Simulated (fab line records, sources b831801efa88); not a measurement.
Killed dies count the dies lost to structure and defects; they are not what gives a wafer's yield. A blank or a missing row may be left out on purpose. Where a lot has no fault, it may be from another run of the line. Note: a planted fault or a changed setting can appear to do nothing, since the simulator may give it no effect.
Chamber matching | flow sky130 | SKY_FIELD_ISO_ETCH_14 on rie-diel-01 has 4 sister chambers
The step etches BARC in N2/H2, stops on SiO2, time 45.9 s, target depth 60 nm. 8 wafers are shown with their chamber, then 10 later ones without.

## WAFERS PAIRED WITH THEIR CHAMBERS
wafer  | chamber | drypump-motor-current-A (A) | oes-product-au (a.u.)
L076.2 | 0       | 5.8                         | 0.849
L082.5 | 0       | 5.8                         | 0.854
L082.6 | 3       | 5.1                         | 0.864
L083.1 | 1       | 5.2                         | 0.859
L083.2 | 3       | 5.1                         | 0.852
L083.3 | 2       | 5.2                         | 0.840
L084.3 | 2       | 5.3                         | 0.854
L084.5 | 1       | 5.2                         | 0.868

## WAFERS MISSING THEIR CHAMBER
wafer  | drypump-motor-current-A (A) | oes-product-au (a.u.)
L084.6 | 5.3                         | 0.851
L092.1 | 5.2                         | 0.864
L092.4 | 5.0                         | 0.851
L092.5 | 5.8                         | 0.855
L093.1 | 5.2                         | 0.863
L093.4 | 5.1                         | 0.859
L093.6 | 5.2                         | 0.853
L095.1 | 5.8                         | 0.858
L095.3 | 5.3                         | 0.863
L095.6 | 5.8                         | 0.849

## EACH ONE'S CHAMBER
wafer  | from the rows above          | in truth
L084.6 | can't be placed: 2 or 1      | 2
L092.1 | 1                            | 1
L092.4 | 3                            | 3
L092.5 | 0                            | 0
L093.1 | 1                            | 1
L093.4 | 3                            | 3
L093.6 | can't be placed: 1 or 2 or 3 | 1
L095.1 | 0                            | 0
L095.3 | can't be placed: 2 or 1      | 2
L095.6 | 0                            | 0
Correct placement for 7 of the 10. Can't be placed from these rows: 3 (the true chamber is among the candidates in 3). Number placed wrongly: 0.
How it was worked out, from the rows above alone: a wafer's distance from a chamber is the root of the sum, over the readings, of the square of ((its reading less the chamber's mean) divided by the reading's scatter). The wafer belongs to the nearest chamber; if the next one is less than 2 further off, it can't be placed. For every chamber, the mean is computed from those of its wafers that are shown. The scatter is the square root of a quotient: the sum, over the shown wafers, of each reading's squared deviation from its chamber's mean, divided by wafers minus chambers.
